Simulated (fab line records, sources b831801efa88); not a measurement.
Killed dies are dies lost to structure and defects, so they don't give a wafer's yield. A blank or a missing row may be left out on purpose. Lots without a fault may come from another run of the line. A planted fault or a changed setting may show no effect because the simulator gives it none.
fab line records | flow sfq_line
record lots=6 wafers=18 last_day=91
route steps=325 shown M5@200 A5B@209 R5@212
lots that met no fault: from a run of the same line without faults
start_h: hours from the record's first day to the start of the lot's first wafer shown | wait_h: hours since the lot's step before | " the same as in the row above | L1.1+2: a row that stands for several wafers | - no value, or no start given | * or withheld: withheld | < > ~ a bound
route shown NAME@n: a module of which the file shows steps, and the number in the route of the first | usual: mean/standard deviation of fault-free wafers | same: alike in all rows | chamber/n: place in a boat | sites: the reading at each site | _std_site: their standard deviation | _edge_site: outer sites' mean less inner sites' | radius_mm: how far each site lies from the wafer's centre | mask NAME#n: copy n | behind: the tool/chamber that last shaped the wafer | hold: why the lot was held/for how many hours/how that ended | device: the transistor (n, p or np) that didn't switch | end of line: the same wafers' tests at the end of the route | a step without rows: its recipe alone | killed: dies lost to structure and defects at the first sort, not the wafer's yield | map: a wafer's dies, x killed, . not, _ none there
set.NAME: the setting as run; set.NAME@STEP: as run at that earlier step | model.NAME: the simulator's own value behind a step, which no gauge read
lots at some steps of the route; a table a step, a row a wafer
services: from which hour (start_h, from the record's first day; less than 0 if before it) a tool's chamber was out of use, for how many hours, and why
## steps
# step SFQ_TRILAYER_M5_LITHO_SOFTBAKE_127
# recipe temp_c=withheld time_s=withheld resist=KrF
# step SFQ_TRILAYER_M5_LITHO_EXPOSE_124
# recipe mask_id=M5 na=0.6 source_shape=conventional sigma_outer=0.65 target_cd_nm=700 dose_mj=14.4
# step SFQ_TRILAYER_M5_LITHO_PEB_126
# recipe peb_temp_c=115 peb_time_s=60 resist=KrF
# step SFQ_TRILAYER_M5_LITHO_DEVELOP_125
# recipe time_s=60 resist=KrF
# step SFQ_M5_OVL_MEAS_932
# usual M5_OVL=-2/5.8
# columns lot.wafer tool chamber start_h wait_h M5_OVL[nm]
L466.1 overlay-01 - 1322.66 0.1 -8
L466.2 " - " " 3
L466.6 " - " " -5
L469.2 overlay-01 - 1363.59 0.1 0
L469.3 " - " " 0
L469.5 " - " " -3
L478.3 overlay-01 - 1438.12 0.1 -12
L478.5 " - " " -8
L478.6 " - " " -16
L479.2 overlay-01 - 1454.83 0.1 -17
L479.5 " - " " -11
L479.6 " - " " -8
L483.1 overlay-02 - 1482.88 0.1 2
L483.3 " - " " 0
L483.4 " - " " -1
L484.1 overlay-02 - 1631.92 0.1 -5
L484.4 " - " " -4
L484.6 " - " " -6
# step SFQ_TRILAYER_M5_BARC_OPEN_METAL_ETCH_161
# recipe mask_material=PR chemistry=O2 target_depth_nm=125 target=BARC icp_w=600 bias_w=80 pressure_mtorr=10 time_s=41.7
# step SFQ_TRILAYER_M5_ETCH_METAL_ETCH_126
# recipe target=Nb stop_on=SiO2 mask_material=PR over_etch_frac=0.15 time_s=203.2 chemistry=Cl2/BCl3 target_depth_nm=265 icp_w=600 bias_w=80 pressure_mtorr=10
# usual drypump_motor_current_A=5.3/0.42 oes_product_au=0.728/0.0056
# columns lot.wafer tool chamber start_h wait_h drypump_motor_current_A oes_product_au rf_hours_counter_h
L466.1 rie_metal-01 0 1322.75 0.0 5.8 0.732 48
L466.2 " 1 " " 5.0 0.736 38
L466.6 " 1 " " 5.0 0.731 -
L469.2 rie_metal-01 0 1363.68 0.0 5.8 0.712 52
L469.3 " 1 " " 5.0 0.720 -
L469.5 " 1 " " 5.0 0.723 -
L478.3 rie_metal-01 1 1438.27 0.1 5.0 0.727 -
L478.5 " 1 " " 5.0 0.730 -
L478.6 " 0 " " 5.8 0.734 -
L479.2 rie_metal-03 0 1455.04 0.1 5.6 0.724 -
L479.5 " 0 " " 5.7 0.726 -
L479.6 " 0 " " 5.6 0.735 -
L483.1 rie_metal-02 0 1482.98 0.0 5.8 0.717 106
L483.3 " 1 " " 4.8 0.717 -
L483.4 " 0 " " 5.8 0.725 -
L484.1 rie_metal-01 1 1632.07 0.1 5.0 0.734 76
L484.4 " 1 " " 5.0 0.726 -
L484.6 " 1 " " 5.0 0.725 -
# step SFQ_TRILAYER_M5_STRIP_STRIP_127
# recipe gas=O2 power_w=200 platen_temp_c=40 overash_fraction=0.65 chemistry=O2 pressure_mtorr=50
# usual drypump_motor_current_A=5.3/0.41 oes_product_au=0.998/0.0092
# columns lot.wafer tool chamber start_h wait_h drypump_motor_current_A oes_product_au rf_hours_counter_h
L466.1 rie_metal-01 0 1322.95 0.1 5.8 0.990 49
L466.2 " 1 " " 5.0 0.999 38
L466.6 " 1 " " 5.0 0.994 -
L469.2 rie_metal-01 0 1363.87 0.1 5.8 1.001 52
L469.3 " 1 " " 5.0 0.995 -
L469.5 " 1 " " 5.0 1.003 -
L478.3 rie_metal-01 1 1438.60 0.3 5.0 0.982 -
L478.5 " 1 " " 5.0 0.986 -
L478.6 " 0 " " 5.8 1.007 -
L479.2 rie_metal-03 0 1455.57 0.5 5.6 1.009 -
L479.5 " 0 " " 5.6 1.002 -
L479.6 " 0 " " 5.7 0.994 -
L483.1 rie_metal-02 0 1483.17 0.1 5.8 1.013 106
L483.3 " 1 " " 4.8 0.983 -
L483.4 " 0 " " 5.8 1.006 -
L484.1 rie_metal-01 1 1632.46 0.3 5.0 0.990 77
L484.4 " 1 " " 5.0 0.999 -
L484.6 " 1 " " 5.0 0.995 -
# step SFQ_TRILAYER_M5_STRIP_SOLV_CLEAN_128
# recipe chemistry=NMP temp_c=70 time_s=600
# step SFQ_TRILAYER_A5B_DEP_PECVD_129
# recipe material=SiO2 temp_c=150 time_s=133.33 pressure_torr=2.4 rf_w=183.3 precursor=SiH4/N2O target_thk_nm=600
# step SFQ_TRILAYER_A5B_CMP_CMP_130
# recipe stop_on=Nb down_force_psi=3 platen_rpm=60 target_thk_nm=340.7
# usual motor_current_A=10.2/1.3
# columns lot.wafer tool chamber start_h wait_h motor_current_A
L466.1 cmp-02 1 1324.33 0.5 10.1
L466.2 " 2 " " 11.4
L466.6 " 0 1325.83 2.0 10.2
L469.3 cmp-02 0 1365.24 0.5 10.4
L469.2 " 2 1366.24 1.5 11.7
L469.5 " 0 1367.24 2.5 10.5
L478.3 cmp-01 2 1439.26 0.0 10.3
L478.5 " 2 1441.26 2.0 10.2
L478.6 " 3 " " 10.5
L479.2 cmp-01 0 1457.33 0.5 12.6
L479.6 " 3 1458.83 2.0 10.6
L479.5 " 0 " " 12.4
L483.4 cmp-02 0 1484.04 0.0 10.0
L483.3 " 1 " " 10.2
L483.1 " 3 1485.54 1.5 8.8
L484.1 cmp-02 3 1634.43 0.5 8.4
L484.4 " 0 " " 10.3
L484.6 " 2 1635.93 2.0 11.7
# step SFQ_TRILAYER_A5B_METRO_MEASURE_131
# usual thk_nm=342/5.5
# columns lot.wafer tool chamber start_h wait_h thk_nm
L466.1 film_metro-02 - 1326.83 2.0 339
L466.2 " - " " 337
L466.6 " - " " 339
L469.2 film_metro-04 - 1367.94 1.2 343
L469.3 " - " " 344
L469.5 " - " " 338
L478.3 film_metro-04 - 1442.66 2.9 342
L478.5 " - " " 346
L478.6 " - " " 334
L479.2 film_metro-02 - 1460.03 2.2 339
L479.5 " - " " 339
L479.6 " - " " 345
L483.1 film_metro-02 - 1487.04 1.0 340
L483.3 " - " " 342
L483.4 " - " " 342
L484.1 film_metro-04 - 1636.93 2.0 343
L484.4 " - " " 334
L484.6 " - " " 343
# step SFQ_TRILAYER_R5_DEP_SPUTTER_132
# recipe material=Ti base_pressure_pa=1.33e-06 target_thk_nm=5 power_w=2000 time_s=5 chamber_pressure_pa=0.4
# usual throttle_valve_pct=29.4/1.1
# columns lot.wafer tool chamber start_h wait_h throttle_valve_pct model.Ti_of_TRILAYER_R5_DEP_SPUTTER_132.thk_nm
L466.1 pvd_sputter-03 - 1328.03 1.0 29.3 4.899
L466.2 " - " " 29.8 4.668
L466.6 " - " " 29.0 4.795
L469.2 pvd_sputter-03 - 1368.94 0.8 29.0 5.081
L469.3 " - " " 29.6 5.118
L469.5 " - " " 29.0 5.027
L478.3 pvd_sputter-03 - 1443.46 0.6 29.7 4.932
L478.5 " - " " 29.6 2.133
L478.6 " - " " 29.1 4.96
L479.2 pvd_sputter-03 - 1461.03 0.8 29.0 4.906
L479.5 " - " " 29.7 2.037
L479.6 " - " " 28.7 4.955
L483.1 pvd_sputter-04 - 1488.24 1.0 30.2 4.796
L483.3 " - " " 28.7 4.781
L483.4 " - " " 27.7 4.739
L484.1 pvd_sputter-04 - 1638.13 1.0 29.5 5.024
L484.4 " - " " 29.0 4.877
L484.6 " - " " 28.8 4.833
# step SFQ_TRILAYER_R5_DEP_SPUTTER_133
# recipe material=MoNx base_pressure_pa=1.33e-06 target_thk_nm=40 power_w=1000 time_s=66.7 chamber_pressure_pa=0.4
# step SFQ_TRILAYER_R5_DEP_SPUTTER_134
# recipe material=Ti base_pressure_pa=1.33e-06 target_thk_nm=5 power_w=2000 time_s=5 chamber_pressure_pa=0.4
# usual throttle_valve_pct=29.4/1.1
# columns lot.wafer tool chamber start_h wait_h throttle_valve_pct
L466.1 pvd_sputter-03 - 1328.10 0.0 29.5
L466.2 " - " " 29.8
L466.6 " - " " 29.0
L469.2 pvd_sputter-03 - 1369.01 0.0 29.2
L469.3 " - " " 30.0
L469.5 " - " " 29.1
L478.3 pvd_sputter-03 - 1443.54 0.0 29.5
L478.5 " - " " 29.9
L478.6 " - " " 29.3
L479.2 pvd_sputter-03 - 1461.10 0.0 29.2
L479.5 " - " " 29.7
L479.6 " - " " 28.8
L483.1 pvd_sputter-04 - 1488.31 0.0 30.0
L483.3 " - " " 28.5
L483.4 " - " " 27.7
L484.1 pvd_sputter-04 - 1638.20 0.0 29.3
L484.4 " - " " 28.7
L484.6 " - " " 28.7
# step SFQ_R5_RS_MEAS_933
# recipe thk_meas_gauge=four-point-probe reads=Ti_of_TRILAYER_R5_DEP_SPUTTER_134+MoNx_of_TRILAYER_R5_DEP_SPUTTER_133+Ti_of_TRILAYER_R5_DEP_SPUTTER_132
# usual R5_MONX_RS=7.03/0.072
# columns lot.wafer tool chamber start_h wait_h hold R5_MONX_RS[ohm/sq]
L466.1 film_metro-04 - 1328.12 0.0 - 7.06
L466.2 " - " " - 7.11
L466.6 " - " " - 7.16
L469.2 film_metro-01 - 1369.05 0.0 - 6.99
L469.3 " - " " - 6.96
L469.5 " - " " - 6.97
L478.3 film_metro-03 - 1443.59 0.0 - 7.07
L478.5 " - " " - 7.28
L478.6 " - " " - 7.14
L479.2 film_metro-04 - 1461.14 0.0 await_dispo/0.2h/release 7.21
L479.5 " - " " await_dispo/0.2h/release 7.32
L479.6 " - " " await_dispo/0.2h/release 7.12
L479.2 film_metro-04 - 1461.43 0.3 - 7.23
L479.5 " - " " - 7.33
L479.6 " - " " - 7.14
L483.1 film_metro-01 - 1488.33 0.0 - 7.10
L483.3 " - " " - 6.95
L483.4 " - " " - 7.07
L484.1 film_metro-03 - 1638.22 0.0 - 7.13
L484.4 " - " " - 7.09
L484.6 " - " " - 7.10
# step SFQ_R5_THK_MEAS_934
# recipe thk_meas_gauge=xrf reads=MoNx_of_TRILAYER_R5_DEP_SPUTTER_133
# usual R5_MONX_THK=39.8/0.49
# columns lot.wafer tool chamber start_h wait_h hold R5_MONX_THK[nm]
L466.1 film_metro-04 - 1328.24 0.1 - 39.6
L466.2 " - " " - 39.4
L466.6 " - " " - 39.2
L469.2 film_metro-01 - 1369.16 0.1 - 40.0
L469.3 " - " " - 39.8
L469.5 " - " " - 40.1
L478.3 film_metro-03 - 1443.69 0.1 - 39.6
L478.5 " - " " - 39.3
L478.6 " - " " - 39.2
L479.2 film_metro-04 - 1463.82 2.4 await_dispo/2.3h/release 38.7
L479.5 " - " " await_dispo/2.3h/release 39.0
L479.6 " - " " await_dispo/2.3h/release 39.2
L483.1 film_metro-01 - 1488.45 0.1 - 39.4
L483.3 " - " " - 40.1
L483.4 " - " " - 39.7
L484.1 film_metro-03 - 1638.34 0.1 - 39.1
L484.4 " - " " - 39.2
L484.6 " - " " - 39.2
## services
# columns tool chamber start_h hours kind
cmp-01 - 1309.91 3.2 pm
rie_metal-02 1 1315.02 5.8 repair
film_metro-02 - 1349.82 1.4 pm
film_metro-02 - 1357.18 0.5 pm
pvd_sputter-04 - 1366.06 4.0 repair
film_metro-04 - 1375.93 1.6 pm
film_metro-02 - 1396.37 1.0 pm
pvd_sputter-03 - 1403.37 6.2 repair
film_metro-04 - 1404.60 0.6 pm
film_metro-04 - 1432.74 0.8 pm
cmp-02 - 1451.88 0.7 repair
film_metro-04 - 1486.76 0.7 pm
pvd_sputter-04 - 1493.51 3.1 repair
film_metro-04 - 1502.37 4.6 repair
rie_metal-01 - 1517.06 2.8 pm
film_metro-02 - 1527.97 0.3 pm
film_metro-02 - 1536.79 0.6 pm
cmp-02 - 1571.99 5.8 pm
rie_metal-01 0 1577.70 3.8 repair
pvd_sputter-04 - 1583.60 22.4 repair
film_metro-02 - 1603.27 0.5 pm
cmp-02 - 1606.75 4.0 pm
film_metro-04 - 1620.93 0.9 pm
rie_metal-01 0 1624.73 22.1 repair
## key
first_sign step=SFQ_R5_RS_MEAS_933 reading=visit direction=added
effect step=SFQ_R5_RS_MEAS_933 reading=R5_MONX_RS direction=up sigmas=3.8 usual=7.03 struck=7.30
model_effect step=SFQ_TRILAYER_R5_DEP_SPUTTER_132 value=Ti_of_TRILAYER_R5_DEP_SPUTTER_132.thk_nm without=5.001 struck=2.085
met_at SFQ_TRILAYER_R5_DEP_SPUTTER_132
struck_wafers L478.5,L479.5
onset_between 1368.94 1443.46
fault kind=process_parameter_drift tool=pvd_sputter-03 chamber=- onset_h=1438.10 steps=SFQ_TRILAYER_R5_DEP_SPUTTER_132 channel=target_thk_nm offset=-2.9157 shape=step end_h=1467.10 acts_in=these_recipes_only stated=5 scope=struck_wafers_only
